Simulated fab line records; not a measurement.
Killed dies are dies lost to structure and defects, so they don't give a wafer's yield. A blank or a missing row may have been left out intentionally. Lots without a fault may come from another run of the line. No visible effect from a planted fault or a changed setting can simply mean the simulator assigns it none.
What tool caused it? ; flow sky130 ; 13 lots, 39 wafers sampled, at 1 step of a route of 708

WHAT EACH GAUGE READ, for each wafer
SKY_METAL2_CD_MEAS_15 targets a cd of 140 nm. Usual: cd nm at 140.0 nm, with a standard deviation of 1.6.
lot;measured;on;cd nm (nm);flag
L478;day 34 23:48;cd sem-02;139.9 139.4 139.0;
L480;day 36 06:09;cd sem-02;141.6 141.0 141.6;
L481;day 36 11:04;cd sem-02;139.9 139.5 138.5;
L486;day 38 02:54;cd sem-02;140.6 139.1 140.6;
L487;day 38 09:37;cd sem-01;138.7 140.4 139.9;
L489;day 38 15:51;cd sem-01;142.2 142.3 141.1;
L493;day 40 08:32;cd sem-01;140.5 139.1 140.7;
L494;day 40 16:55;cd sem-02;139.4 140.4 140.6;
L496;day 40 17:53;cd sem-01;142.5 141.8 141.7;
L497;day 41 05:44;cd sem-01;138.8 139.0 140.0;
L498;day 41 06:56;cd sem-01;139.8 141.2 140.3;
L500;day 41 10:40;cd sem-02;140.7 141.0 140.9;
L501;day 42 03:27;cd sem-01;142.6 142.5 142.3;

WHICH TOOL RAN EACH LOT (tool, then ch and the chambers of the sampled wafers, then the start)
The record shows no process step preceding these readings.

WHAT THE TOOLS THEMSELVES READ (means of the sampled wafers that have a number; where no wafer has one, the mark that the record gives instead)
The record holds no such reading with a usual standard deviation.

THE ANSWER, worked out from the rows above alone
Rule: lot off if the mean of its wafers having a number is beyond 3 standard deviations from the usual mean. A lot without any number at a reading at which 4 lots or more have one is off too. Where the step has rows for the other lots, those lots are counted as sound. First the gauges in route order, then the tools' own readings, where a lot's mean is used as printed above. At the first step where some lot is off, the reading lying furthest off is the one used; lots without a number count as furthest.
No lot is off on any of the readings shown, so nothing can be concluded from this.

WHAT THE SIMULATOR PUT IN
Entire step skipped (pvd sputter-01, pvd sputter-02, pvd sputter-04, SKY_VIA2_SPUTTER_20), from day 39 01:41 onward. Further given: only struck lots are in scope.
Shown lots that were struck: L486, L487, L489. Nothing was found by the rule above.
